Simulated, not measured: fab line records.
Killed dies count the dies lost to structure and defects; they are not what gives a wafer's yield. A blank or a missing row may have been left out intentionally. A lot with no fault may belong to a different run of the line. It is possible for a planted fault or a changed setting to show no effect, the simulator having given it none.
fab line records	flow sky130
record: lots: 10	wafers: 30	last_day: 51
route steps=708 shown METAL2@503 VIA2@522 METAL3@535
lots with no fault: from the same line, run without faults
start_h: the number of hours between the record's first day and the start of the first shown wafer of the lot	wait_h: time in hours since the lot's previous step	" unchanged from the row above	L1.1+2: a single row standing in for several wafers	- either no value or no given start	* or withheld: withheld	< > ~ a bound
route shown NAME@n: names a module that has steps shown in the file, with the first one's number in the route	usual: the fault-free wafers' mean and standard deviation	same: alike in all rows	chamber/n: place in a boat	sites: readings site by site	_std_site: the standard deviation of these	_edge_site: inner sites' mean taken away from outer sites' mean	radius_mm: how far each site lies from the wafer's centre	mask NAME#n: copy n	behind: tool/chamber where the wafer was last shaped	hold: cause of the lot's hold/its duration in hours/its outcome	device: which transistor (n, p or np) failed to switch	end of line: the same wafers' tests at the end of the route	for a step that has no rows: nothing shown but its recipe	killed: at the first sort, the dies lost to defects and structure; wafer yield is something else	map: per-die view of a wafer (x killed, . not killed, _ where there is no die)
set.NAME: setting as actually run; set.NAME@STEP: the setting as run at that earlier step	model.NAME: the simulator's own value behind a step, which no gauge read
steps of the route over a sample of lots; a table a step, a row a wafer
services: from which hour (start_h, from the record's first day; less than 0 if before it) a tool's chamber was out of use, for how many hours, and why
== steps ==
step: SKY_METAL2_STRIP_20
recipe: chemistry: O2/N2	power_w: 1400	pressure_mtorr: 1500	platen_temp_c: withheld	o2_flow_sccm: 3000	n2_flow_sccm: 300	overash_fraction: 0.5
usual: drypump_motor_current_A: 5.5/0.42	oes_product_au: 0.345/0.005	strip_time_to_endpoint_s: 2.75/0.061
lot.wafer	tool	chamber	start_h	wait_h	drypump_motor_current_A	oes_product_au	rf_hours_counter_h	strip_time_to_endpoint_s
L545.2	plasma_asher-02	1	844.33	0.1	5.2	0.342	102	2.82
L545.3	"	1	"	"	5.2	0.342	-	2.81
L545.4	"	0	"	"	5.5	0.350	-	2.83
L548.1	plasma_asher-01	0	872.60	0.1	5.0	0.341	76	2.74
L548.4	"	0	"	"	5.0	0.341	-	2.74
L548.6	"	0	"	"	5.0	0.349	-	2.78
L553.1	plasma_asher-01	1	900.26	0.1	5.8	0.346	79	2.77
L553.2	"	0	"	"	5.0	0.344	79	2.64
L553.3	"	1	"	"	5.8	0.344	-	2.78
L555.2	plasma_asher-01	0	916.13	0.1	5.0	0.356	80	2.80
L555.3	"	1	"	"	5.8	0.348	-	2.77
L555.5	"	1	"	"	5.9	0.344	-	2.62
L562.3	plasma_asher-02	1	969.77	0.1	5.2	0.338	-	2.83
L562.5	"	1	"	"	5.2	0.347	-	2.82
L562.6	"	0	"	"	5.5	0.344	-	2.81
L563.3	plasma_asher-03	0	973.67	0.1	5.4	0.352	-	2.75
L563.4	"	1	"	"	6.1	0.343	-	2.84
L563.5	"	0	"	"	5.4	0.343	-	2.83
L564.4	plasma_asher-01	1	982.50	0.1	5.9	0.341	-	2.72
L564.5	"	0	"	"	5.0	0.342	-	2.75
L564.6	"	1	"	"	5.9	0.354	-	2.75
L566.1	plasma_asher-03	0	989.20	0.1	5.4	0.350	53	2.79
L566.5	"	1	"	"	6.1	0.342	-	2.70
L566.6	"	0	"	"	5.3	0.343	-	2.79
L567.1	plasma_asher-03	0	997.11	0.1	5.4	0.337	54	2.63
L567.3	"	1	"	"	6.1	0.349	-	2.65
L567.4	"	0	"	"	5.4	0.348	-	2.80
L568.3	plasma_asher-01	0	998.14	0.1	5.0	0.354	-	2.71
L568.4	"	1	"	"	5.9	0.348	-	2.73
L568.6	"	1	"	"	5.9	0.337	-	2.77
step: SKY_VIA2_ETCH_15
recipe: target: SiO2	chemistry: C4F8/O2/Ar	target_depth_nm: 546	stop_on: TiN	mask_material: KrF-thick	source_w: 1500	bias_w: 1200	pressure_mtorr: 40	c4f8_flow_sccm: withheld	O2_flow_sccm: 6	Ar_flow_sccm: 300	time_s: 84
usual: oes_product_au: 0.940/0.0047
lot.wafer	tool	chamber	start_h	wait_h	oes_product_au	rf_hours_counter_h
L545.2	rie_diel-04	3	871.74	0.0	0.933	17
L545.3	"	2	"	"	0.937	11
L545.4	"	0	"	"	0.942	-
L548.1	rie_diel-02	0	900.32	0.0	0.950	20
L548.4	"	1	"	"	0.936	10
L548.6	"	3	"	"	0.942	-
L553.1	rie_diel-01	3	926.72	0.0	0.948	10
L553.2	"	1	"	"	0.938	17
L553.3	"	2	"	"	0.945	17
L555.2	rie_diel-04	2	942.86	0.0	0.942	13
L555.3	"	1	"	"	0.946	1
L555.5	"	0	"	"	0.941	-
L562.3	rie_diel-04	1	995.44	0.0	0.937	3
L562.5	"	1	"	"	0.943	-
L562.6	"	2	"	"	0.940	-
L563.3	rie_diel-02	3	999.18	0.0	0.931	8
L563.4	"	2	"	"	0.944	19
L563.5	"	3	"	"	0.939	-
L564.4	rie_diel-02	0	1008.31	0.0	0.933	23
L564.5	"	1	"	"	0.936	-
L564.6	"	0	"	"	0.948	-
L566.1	rie_diel-01	0	1013.63	0.0	0.940	5
L566.5	"	3	"	"	0.941	-
L566.6	"	0	"	"	0.941	-
L567.1	rie_diel-04	2	1022.09	0.0	0.942	15
L567.3	"	3	"	"	0.942	22
L567.4	"	1	"	"	0.946	4
L568.3	rie_diel-01	3	1022.44	0.0	0.943	12
L568.4	"	2	"	"	0.941	20
L568.6	"	3	"	"	0.936	-
step: SKY_VIA2_CVD_21
recipe: material: W	target_thk_nm: 420	time_s: 126.4	temp_c: 400	pressure_torr: 40
usual: heater_power_w: 856/66	susceptor_temp_C: 400.02/0.24
lot.wafer	tool	chamber	start_h	wait_h	heater_power_w	susceptor_temp_C
L545.2	cvd_w-01	0	872.46	0.0	867	400.20
L545.3	"	0	"	"	849	399.91
L545.4	"	1	"	"	823	399.89
L548.1	cvd_w-02	0	901.07	0.0	901	399.92
L548.4	"	0	"	"	923	399.95
L548.6	"	0	"	"	907	400.17
L553.1	cvd_w-02	0	927.47	0.0	901	399.88
L553.2	"	1	"	"	897	400.37
L553.3	"	1	"	"	902	400.07
L555.2	cvd_w-02	1	943.62	0.0	927	399.83
L555.3	"	0	"	"	907	400.31
L555.5	"	1	"	"	913	400.14
L562.3	cvd_w-02	1	996.20	0.1	931	400.27
L562.5	"	1	"	"	920	400.36
L562.6	"	0	"	"	923	399.90
L563.3	cvd_w-02	0	999.93	0.1	901	400.05
L563.4	"	1	"	"	890	400.25
L563.5	"	0	"	"	933	399.26
L564.4	cvd_w-01	0	1009.07	0.1	779	399.75
L564.5	"	0	"	"	776	399.80
L564.6	"	1	"	"	750	400.06
L566.1	cvd_w-01	1	1014.38	0.0	768	399.99
L566.5	"	1	"	"	744	400.04
L566.6	"	0	"	"	796	400.36
L567.1	cvd_w-01	0	1022.81	0.0	796	399.43
L567.3	"	0	"	"	794	399.53
L567.4	"	1	"	"	747	400.30
L568.3	cvd_w-02	0	1023.25	0.1	923	399.72
L568.4	"	1	"	"	930	400.26
L568.6	"	0	"	"	926	399.81
step: SKY_VIA2_RS_MEAS_22
recipe: thk_meas_gauge: four-point-probe	reads: W_of_VIA2_CVD_21+TiN_of_VIA2_SPUTTER_20
usual: VIA2_W_RS: 0.272/0.0054
lot.wafer	tool	chamber	start_h	wait_h	VIA2_W_RS[ohm/sq]
L545.2	film_metro-01	-	872.61	0.1	0.274
L545.3	"	-	"	"	0.276
L545.4	"	-	"	"	0.271
L548.1	film_metro-04	-	901.20	0.1	0.272
L548.4	"	-	"	"	0.274
L548.6	"	-	"	"	0.271
L553.1	film_metro-04	-	927.60	0.1	0.269
L553.2	"	-	"	"	0.263
L553.3	"	-	"	"	0.178
L555.2	film_metro-03	-	943.77	0.1	0.259
L555.3	"	-	"	"	0.184
L555.5	"	-	"	"	0.264
L562.3	film_metro-01	-	996.33	0.1	0.265
L562.5	"	-	"	"	0.266
L562.6	"	-	"	"	0.272
L563.3	film_metro-01	-	1000.06	0.1	0.277
L563.4	"	-	"	"	0.269
L563.5	"	-	"	"	0.276
L564.4	film_metro-04	-	1009.22	0.1	0.278
L564.5	"	-	"	"	0.276
L564.6	"	-	"	"	0.271
L566.1	film_metro-01	-	1014.51	0.1	0.271
L566.5	"	-	"	"	0.274
L566.6	"	-	"	"	0.279
L567.1	film_metro-04	-	1022.94	0.1	0.280
L567.3	"	-	"	"	0.277
L567.4	"	-	"	"	0.272
L568.3	film_metro-01	-	1023.37	0.1	0.276
L568.4	"	-	"	"	0.267
L568.6	"	-	"	"	0.277
step: SKY_VIA2_THK_MEAS_23
recipe: thk_meas_gauge: xrf	reads: W_of_VIA2_CVD_21
usual: VIA2_W_THK: 413/8.1
lot.wafer	tool	chamber	start_h	wait_h	VIA2_W_THK[nm]
L545.2	film_metro-01	-	872.72	0.1	404
L545.3	"	-	"	"	404
L545.4	"	-	"	"	411
L548.1	film_metro-04	-	901.32	0.1	412
L548.4	"	-	"	"	412
L548.6	"	-	"	"	411
L553.1	film_metro-04	-	927.72	0.1	412
L553.2	"	-	"	"	420
L553.3	"	-	"	"	-
L555.2	film_metro-03	-	943.88	0.1	438
L555.3	"	-	"	"	-
L555.5	"	-	"	"	429
L562.3	film_metro-01	-	996.43	0.1	419
L562.5	"	-	"	"	416
L562.6	"	-	"	"	411
L563.3	film_metro-01	-	1000.16	0.1	401
L563.4	"	-	"	"	414
L563.5	"	-	"	"	406
L564.4	film_metro-04	-	1009.31	0.1	406
L564.5	"	-	"	"	406
L564.6	"	-	"	"	416
L566.1	film_metro-01	-	1014.63	0.1	410
L566.5	"	-	"	"	401
L566.6	"	-	"	"	399
L567.1	film_metro-04	-	1023.06	0.1	404
L567.3	"	-	"	"	408
L567.4	"	-	"	"	414
L568.3	film_metro-01	-	1023.47	0.1	402
L568.4	"	-	"	"	415
L568.6	"	-	"	"	400
step: SKY_VIA2_CMP_24
recipe: stop_on: SiO2	t_overpolish_s: 20	down_force_psi: 3.5	platen_rpm: 60	target_thk_nm: 0	pad_velocity_m_s: 0.94248
usual: motor_current_A: 10.8/0.79	retaining_ring_pressure_frac: 1.001/0.0051	time_to_endpoint_s: 103/4.1
lot.wafer	tool	chamber	start_h	wait_h	motor_current_A	retaining_ring_pressure_frac	time_to_endpoint_s
L545.4	cmp-01	3	872.82	0.1	11.3	0.996	103
L545.3	"	0	"	"	10.7	0.986	103
L545.2	"	1	"	"	11.1	0.996	102
L548.1	cmp-01	1	901.43	0.1	10.8	0.997	97
L548.4	"	2	"	"	10.3	1.004	104
L548.6	"	1	"	"	10.6	0.995	99
L553.2	cmp-01	1	927.78	0.0	11.1	0.997	107
L553.1	"	2	"	"	9.6	1.004	111
L553.3	"	0	"	"	11.0	1.001	161
L555.3	cmp-01	2	943.93	0.0	9.8	1.002	153
L555.2	"	1	"	"	11.1	1.004	107
L555.5	"	3	"	"	11.6	0.998	103
L562.3	cmp-02	3	996.52	0.1	9.5	1.003	107
L562.5	"	2	"	"	9.9	1.000	106
L562.6	"	3	"	"	10.1	0.997	104
L563.4	cmp-01	3	1000.20	0.0	12.2	1.011	103
L563.3	"	2	"	"	10.6	1.006	106
L563.5	"	0	"	"	10.9	1.007	104
L564.4	cmp-02	0	1009.49	0.2	12.2	1.001	97
L564.6	"	1	"	"	10.7	0.996	107
L564.5	"	2	"	"	10.3	1.008	103
L566.1	cmp-02	3	1014.74	0.1	10.3	0.998	103
L566.5	"	2	"	"	9.9	1.005	106
L566.6	"	3	"	"	10.2	0.998	102
L567.4	cmp-02	0	1023.12	0.0	11.9	1.002	100
L567.1	"	2	"	"	9.6	0.999	102
L567.3	"	3	"	"	9.9	1.001	99
L568.3	cmp-01	2	1023.56	0.1	10.5	0.994	103
L568.4	"	3	"	"	12.1	0.993	105
L568.6	"	2	"	"	10.5	0.997	102
step: SKY_METAL3_SPUTTER_03
recipe: material: Ti	target_thk_nm: 5	power_w: 3000	time_s: 3.3	chamber_pressure_pa: 0.4
usual: throttle_valve_pct: 30.2/1.2
lot.wafer	tool	chamber	start_h	wait_h	throttle_valve_pct
L545.2	pvd_sputter-01	-	873.16	0.0	31.5
L545.3	"	-	"	"	31.9
L545.4	"	-	"	"	31.4
L548.1	pvd_sputter-04	-	901.77	0.0	30.0
L548.4	"	-	"	"	28.2
L548.6	"	-	"	"	30.8
L553.1	pvd_sputter-02	-	928.17	0.0	29.0
L553.2	"	-	"	"	29.8
L553.3	"	-	"	"	29.5
L555.2	pvd_sputter-04	-	944.32	0.0	28.4
L555.3	"	-	"	"	29.8
L555.5	"	-	"	"	30.6
L562.3	pvd_sputter-02	-	996.85	0.0	30.5
L562.5	"	-	"	"	29.5
L562.6	"	-	"	"	28.9
L563.3	pvd_sputter-01	-	1000.60	0.0	31.5
L563.4	"	-	"	"	31.4
L563.5	"	-	"	"	31.6
L564.4	pvd_sputter-02	-	1009.73	0.0	30.9
L564.5	"	-	"	"	30.6
L564.6	"	-	"	"	28.9
L566.1	pvd_sputter-01	-	1015.08	0.0	31.3
L566.5	"	-	"	"	31.8
L566.6	"	-	"	"	31.3
L567.1	pvd_sputter-04	-	1023.50	0.0	30.6
L567.3	"	-	"	"	28.5
L567.4	"	-	"	"	27.8
L568.3	pvd_sputter-01	-	1023.91	0.0	31.5
L568.4	"	-	"	"	31.6
L568.6	"	-	"	"	31.2
== services ==
tool	chamber	start_h	hours	kind
cvd_w-01	-	832.26	0.4	repair
rie_diel-01	2	834.36	16.5	repair
cmp-02	-	844.01	6.1	repair
plasma_asher-03	-	846.60	2.8	pm
pvd_sputter-04	-	850.83	2.8	repair
cmp-01	-	853.43	0.9	repair
rie_diel-04	1	855.35	5.1	repair
cvd_w-02	-	862.20	14.6	pm
cmp-02	-	862.74	19.6	pm
cmp-01	-	882.59	5.5	pm
cmp-02	-	892.65	5.4	pm
cvd_w-01	-	904.00	14.0	pm
rie_diel-04	0	910.34	8.0	repair
cmp-02	-	912.07	4.0	pm
cmp-02	-	912.90	1.0	repair
cmp-01	-	916.07	5.4	pm
cmp-02	-	922.56	6.5	repair
rie_diel-04	3	933.68	3.7	repair
pvd_sputter-01	-	962.29	24.6	repair
cmp-01	-	967.33	6.7	repair
cvd_w-01	-	967.39	6.9	pm
cmp-02	-	982.08	4.1	repair
cmp-02	-	1002.20	1.0	repair
cvd_w-02	-	1009.64	6.0	pm
== key ==
first_sign: step: SKY_VIA2_RS_MEAS_22	reading: VIA2_W_RS	direction: down	sigmas: 17	usual: 0.272	struck: 0.181
effect: step: SKY_VIA2_THK_MEAS_23	reading: VIA2_W_THK	direction: missing
effect: step: SKY_VIA2_CMP_24	reading: time_to_endpoint_s	direction: up	sigmas: 13	usual: *	struck: *
met_at SKY_VIA2_CVD_21
struck_lots L553,L555
struck_wafers L553.3,L555.3
not_acting_at SKY_METAL2_STRIP_20,SKY_VIA2_ETCH_15,SKY_METAL3_SPUTTER_03
onset_between 901.07 927.47
fault: kind: process_parameter_drift	tool: cvd_w-02	chamber: -	onset_h: 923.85	steps: SKY_VIA2_CVD_21	channel: target_thk_nm	offset: 205.16	shape: step	end_h: 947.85	scope: struck_wafers_only	acts_in: these_recipes_only	stated: 420
